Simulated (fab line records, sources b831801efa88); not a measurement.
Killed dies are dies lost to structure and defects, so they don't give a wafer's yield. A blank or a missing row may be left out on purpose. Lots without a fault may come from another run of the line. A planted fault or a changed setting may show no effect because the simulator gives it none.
A struck lot beside a sound one | flow gf180mcu | 16 steps out of a route of 602
Sound: wafers L779.2, L779.3, L779.4. Struck: wafer L784.2. (L784.4, L784.5 of the same lot were not struck and are left out.) The cause comes at the end.
At each step with rows: each side's tool, then ch and its chambers, then its first start. Under that, the readings that differ: sound wafers | struck wafers | difference of the means | sigmas: that difference in standard deviations of wafers without a fault.
alike: readings whose means differ by less than 2 such deviations, and words and numbers that are the same on both sides. not compared: withheld readings, readings that some wafer has no value for, bounds like >300 that may hide the same value, and numbers for which the record gives no deviation and whose values overlap.
The two part at a step that has a row with sigmas, a row that says differs or no value, or rows on one side only. Numbers that don't overlap but have no deviation are shown without sigmas and don't part them. A reading that every wafer of one side lacks parts them only if that side has two wafers or more.

GF_M3_SPUTTER_04: material TiN, target thk 50 nm, time 41.7 s.
  sound on pvd_sputter-01, day 22 09:47; struck on pvd_sputter-02, day 24 08:45
  alike: throttle_valve_pct
GF_M3_RS_MEAS_05: measures by four-point-probe.
  sound on film_metro-02, day 22 09:50; struck on film_metro-04, day 24 08:49
  alike: M3_ALCU_RS
GF_M3_THK_MEAS_06: measures by xrf.
  sound on film_metro-02, day 22 09:57; struck on film_metro-04, day 24 08:55
  alike: M3_ALCU_THK
then, 7 steps without rows for these wafers: GF_M3_DEHYDRATE_07 (time 60 s); GF_M3_HMDS_08 (prime time 60 s); GF_M3_COAT_09 (resist thk 1000 nm); GF_M3_SOFTBAKE_10 (time 60 s); GF_M3_EXPOSE_11 (exposes mask Metal3, target cd 280 nm); GF_M3_PEB_12 (peb time 90 s); GF_M3_DEVELOP_13 (develop time 60 s).
GF_M3_CD_MEAS_14: target cd 280 nm.
  sound on cd_sem-01, day 23 09:30; struck on cd_sem-02, day 25 06:55
  alike: cd_nm
GF_M3_OVL_MEAS_15:
  sound on overlay-02, day 23 09:37; struck on overlay-01, day 25 07:02
  alike: M3_OVL
GF_M3_METAL_ETCH_16: etches the open film in Cl2/BCl3, stops on SiO2, target depth 750.8 nm, time 125.1 s.
  sound on rie_metal-03 ch 0,1, day 23 09:38; struck on rie_metal-03 ch 1, day 25 07:04
  reading                             | sound                | struck | difference | sigmas
  oes_product_au (a.u.)               | 0.997 1.001 1.003    | 0.913  | -0.087     | -12
  rf_fwd_power_W (W)                  | 791.6 795.8 793.1    | 667.0  | -126.5     | -49
  throttle_valve_pct (%)              | 28.225 28.222 28.226 | 28.303 | +0.079     | +7
  model.KrF_of_M3_COAT_09.thk_nm (nm) | 676.1 689.9 673.1    | 720    | +40        |
  alike: bias_w, drypump_motor_current_A
  not compared: rf_hours_counter_h
GF_M3_STRIP_17: strips in O2/N2.
  sound on plasma_asher-02 ch 0,1, day 23 09:46; struck on plasma_asher-01 ch 1, day 25 07:11
  reading                      | sound          | struck | difference | sigmas
  strip_time_to_endpoint_s (s) | 7.31 7.44 7.26 | 7.71   | +0.37      | +7
  alike: drypump_motor_current_A, heater_power_w, oes_product_au
  not compared: rf_hours_counter_h
then, 2 steps without rows for these wafers: GF_M3_STRIP_18 (strips in post etch residue remover, time 1200 s); GF_PASSIVATION_PROBE_99.

WHERE THEY PART
First at GF_M3_METAL_ETCH_16; last, within this record, at GF_M3_STRIP_17.

WHY: what the simulator had put in
Process parameter drift: rie_metal-03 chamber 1, from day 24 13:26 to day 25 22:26, at GF_M3_METAL_ETCH_16. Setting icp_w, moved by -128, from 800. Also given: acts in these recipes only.
